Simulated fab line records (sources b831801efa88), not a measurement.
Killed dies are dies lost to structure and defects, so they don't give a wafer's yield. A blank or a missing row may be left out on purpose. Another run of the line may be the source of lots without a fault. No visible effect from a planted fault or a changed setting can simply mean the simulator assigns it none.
Matching of chambers -- flow gf180mcu -- GF_POLY_GATE_ETCH_13 on rie si-01 has 4 sister chambers
The step etches poly-Si in HBr/Cl2, stops on SiO2, target depth 198.5 nm, time 69.6 s. 14 wafers are shown with their chamber, then 7 later ones without.

WAFERS, EACH WITH ITS CHAMBER
wafer,chamber,drypump motor current A (A),oes product au (a.u.),throttle valve pct (%)
L156.2,0,6.5,0.983,33.684
L156.5,3,5.1,0.986,33.676
L156.6,0,6.5,0.984,33.683
L158.1,2,5.2,1.000,33.695
L158.4,1,6.2,0.990,33.681
L158.6,0,6.5,0.984,33.688
L159.3,2,5.2,1.012,33.674
L159.4,0,6.5,1.006,33.690
L159.5,1,6.3,0.998,33.685
L160.1,2,5.2,0.998,33.693
L160.5,0,6.4,1.001,33.687
L160.6,1,6.2,0.985,33.682
L164.2,0,6.5,0.999,33.701
L164.3,1,6.3,0.991,33.669

SIGNATURES, as means of the wafers listed above
reading,chamber 0,chamber 1,chamber 2,chamber 3,scatter within a chamber
drypump motor current A,6.483,6.250,5.200,5.100,0.0428
oes product au,0.99283,0.99100,1.00333,0.98600,0.00855
throttle valve pct,33.68883,33.67925,33.68733,33.67600,0.00793
Rule: a wafer lies at a distance from a chamber equal to the root of the sum of squares, over the readings, of (its reading less the chamber's mean, divided by the reading's scatter). If the next closest chamber is less than 2 further off than the closest, the wafer can't be placed; otherwise it belongs to the closest. How the scatter is found: for the shown wafers, subtract from each reading the mean of its chamber, square and add these, divide the total by (wafers less chambers), then take the root.

WAFERS MISSING THEIR CHAMBER
wafer,drypump motor current A (A),oes product au (a.u.),throttle valve pct (%)
L164.4,5.2,1.007,33.692
L174.1,6.5,0.986,33.677
L174.2,6.3,0.981,33.672
L174.4,5.0,0.996,33.683
L175.1,6.3,0.994,33.690
L175.2,6.4,1.002,33.695
L175.4,5.2,1.002,33.679

WHICH CHAMBER EACH WENT THROUGH
wafer,from the rows above,in truth
L164.4,2,2
L174.1,0,0
L174.2,1,1
L174.4,3,3
L175.1,1,1
L175.2,can't be placed: 0 or 1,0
L175.4,can't be placed: 2 or 3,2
Correctly placed: 5 of 7. These rows do not allow placing 2 (true chamber among the candidates in 2). 0 placed wrongly.
